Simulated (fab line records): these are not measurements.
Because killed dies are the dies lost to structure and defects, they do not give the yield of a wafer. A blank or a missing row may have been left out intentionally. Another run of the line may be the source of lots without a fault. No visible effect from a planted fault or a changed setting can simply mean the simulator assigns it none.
Which tool did it? ; flow sky130 ; 14 lots with 42 wafers sampled at 4 steps, on a route of 708 steps

== WHAT THE GAUGES READ, wafer by wafer ==
SKY_FIELD_ISO_THK_MEAS_25.
lot;measured;on;FIELD_ISO_CVD_24_THK (nm)
L402;day 2 11:03;film-metro-03;588 599 590
L403;day 2 15:40;film-metro-03;595 594 589
L404;day 2 19:32;film-metro-03;598 598 601
L405;day 3 00:52;film-metro-01;594 606 591
L407;day 3 09:56;film-metro-04;585 592 595
L408;day 3 14:52;film-metro-03;599 590 588
L413;day 4 14:36;film-metro-04;599 596 590
L415;day 5 13:30;film-metro-01;600 587 599
L416;day 5 14:25;film-metro-04;582 588 588
L417;day 5 20:17;film-metro-04;592 592 591
L419;day 6 04:19;film-metro-04;588 598 593
L422;day 6 17:29;film-metro-01;598 591 599
L423;day 6 20:23;film-metro-01;596 593 600
L424;day 7 03:45;film-metro-04;580 584 585

SKY_SD_N_OVL_MEAS_08.
lot;measured;on;SD_N_OVL (nm)
L402;day 27 15:38;overlay-02;1.6 1.8 1.4
L403;day 27 16:23;overlay-01;0.9 -1.4 -0.5
L404;day 28 04:35;overlay-01;2.6 1.0 1.1
L405;day 28 08:30;overlay-02;-0.5 -1.4 -0.9
L407;day 29 01:35;overlay-01;-0.8 -0.9 -1.0
L408;day 29 10:18;overlay-02;-1.0 2.4 1.2
L413;day 31 08:12;overlay-02;-2.7 -1.0 0.3
L415;day 32 14:02;overlay-02;-0.3 -1.3 1.0
L416;day 32 18:17;overlay-02;-0.4 -0.1 -1.9
L417;day 33 06:15;overlay-01;-0.5 -1.6 0.1
L419;day 33 13:21;overlay-01;-0.6 0.9 1.5
L422;day 34 01:23;overlay-01;1.5 -0.7 -0.7
L423;day 34 11:56;overlay-01;1.5 0.0 -0.9
L424;day 34 19:53;overlay-01;-0.9 2.8 0.8

SKY_CONTACT_THK_MEAS_03.
lot;measured;on;CONTACT_HDPCVD_THK (nm)
L402;day 30 05:27;film-metro-03;571 567 571
L403;day 30 06:04;film-metro-04;568 574 561
L404;day 30 18:57;film-metro-01;559 554 572
L405;day 30 22:38;film-metro-03;561 553 559
L407;day 31 15:05;film-metro-01;561 577 569
L408;day 31 23:04;film-metro-03;554 555 558
L413;day 33 20:46;film-metro-01;558 560 569
L415;day 35 00:52;film-metro-04;570 568 558
L416;day 35 05:03;film-metro-04;558 570 563
L417;day 35 15:11;film-metro-04;574 568 564
L419;day 35 22:26;film-metro-01;566 561 566
L422;day 36 08:59;film-metro-03;566 573 556
L423;day 36 20:02;film-metro-04;571 565 563
L424;day 37 05:46;film-metro-01;570 558 573

== TOOL THAT RAN EACH LOT (tool first, then ch and the chambers of the sampled wafers, then the start) ==
lot;SKY_LDD_N_IMPLANT_09
L402;implanter-02 ch 0, day 17 06:55
L403;implanter-04 ch 0, day 17 09:21
L404;implanter-02 ch 0, day 17 22:06
L405;implanter-04 ch 0, day 18 02:00
L407;implanter-01 ch 0, day 18 20:31
L408;implanter-04 ch 0, day 19 04:30
L413;implanter-02 ch 0, day 21 09:10
L415;implanter-02 ch 0, day 22 17:23
L416;implanter-02 ch 0, day 22 23:38
L417;implanter-02 ch 0, day 23 08:11
L419;implanter-04 ch 0, day 23 16:55
L422;implanter-01 ch 0, day 24 05:36
L423;implanter-04 ch 0, day 24 19:19
L424;implanter-04 ch 0, day 25 03:40
- SKY_LDD_N_IMPLANT_09

== AS READ BY THE TOOLS THEMSELVES (means over the sampled wafers that have a number; for cases with no such wafer, the mark the record gives instead) ==
SKY_LDD_N_IMPLANT_09.
lot;tool;dose-ions-cm2;faraday-current-uA;rotation-deg (degrees)
L402;implanter-02;7.496e+13;417;112.99
L403;implanter-04;7.491e+13;426;113.00
L404;implanter-02;7.491e+13;421;113.00
L405;implanter-04;7.505e+13;431;113.03
L407;implanter-01;7.502e+13;425;113.06
L408;implanter-04;7.498e+13;425;112.99
L413;implanter-02;7.503e+13;413;112.98
L415;implanter-02;7.490e+13;425;112.99
L416;implanter-02;6.273e+13;353;112.99
L417;implanter-02;6.283e+13;355;112.99
L419;implanter-04;7.504e+13;419;113.03
L422;implanter-01;7.500e+13;417;112.99
L423;implanter-04;7.496e+13;426;113.03
L424;implanter-04;7.510e+13;421;113.02

== THE ANSWER, worked out from the rows above alone ==
Rule: the usual values come from the lots themselves. The widest of any qualifying gaps counts: lots, ordered by their means at a reading, are off when they make up no more than a third of the lots, leave a main group of 4 or more, and stand apart from it by 3 or more times the standard deviation of that group's means. A main group is skipped when, at the precision printed for the reading in the tables above, its means are all equal. A lot without any number at a reading at which 4 lots or more have one is off too. Any other lot the step has rows for is counted as sound. Order of review: gauges by route order, followed by the tools' own readings, for which a lot's mean as printed above is used. At the first step where some lot is off, the reading lying furthest off is the one used; lots without a number count as furthest.
Off, at SKY_LDD_N_IMPLANT_09 on dose-ions-cm2: L416, L417. Main group: mean 7.499e+13, sd 6e+10.
If a tool, at that step or one of the process steps before it, ran each lot that is off and ran no sound lot following the first of them, it fits. One fits: SKY_LDD_N_IMPLANT_09 on implanter-02. Its last sound lot is L415 (day 22 17:23), its first lot that is off L416 (day 22 23:38): a fault that began between those two fits.
The tool's own readings at SKY_LDD_N_IMPLANT_09 bear it out: on the lots that are off they differ by more than 5 times the standard deviation of the sound lots' means. dose-ions-cm2 reads 6.278e+13 there against 7.499e+13 on the sound lots; faraday-current-uA reads 354 there against 422 on the sound lots.

== WHAT THE SIMULATOR HAD INSERTED ==
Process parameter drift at SKY_LDD_N_IMPLANT_09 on implanter-02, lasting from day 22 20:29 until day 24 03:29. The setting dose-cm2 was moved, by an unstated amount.
Shown lots that were struck: L416, L417. This agrees with what the rule above found.
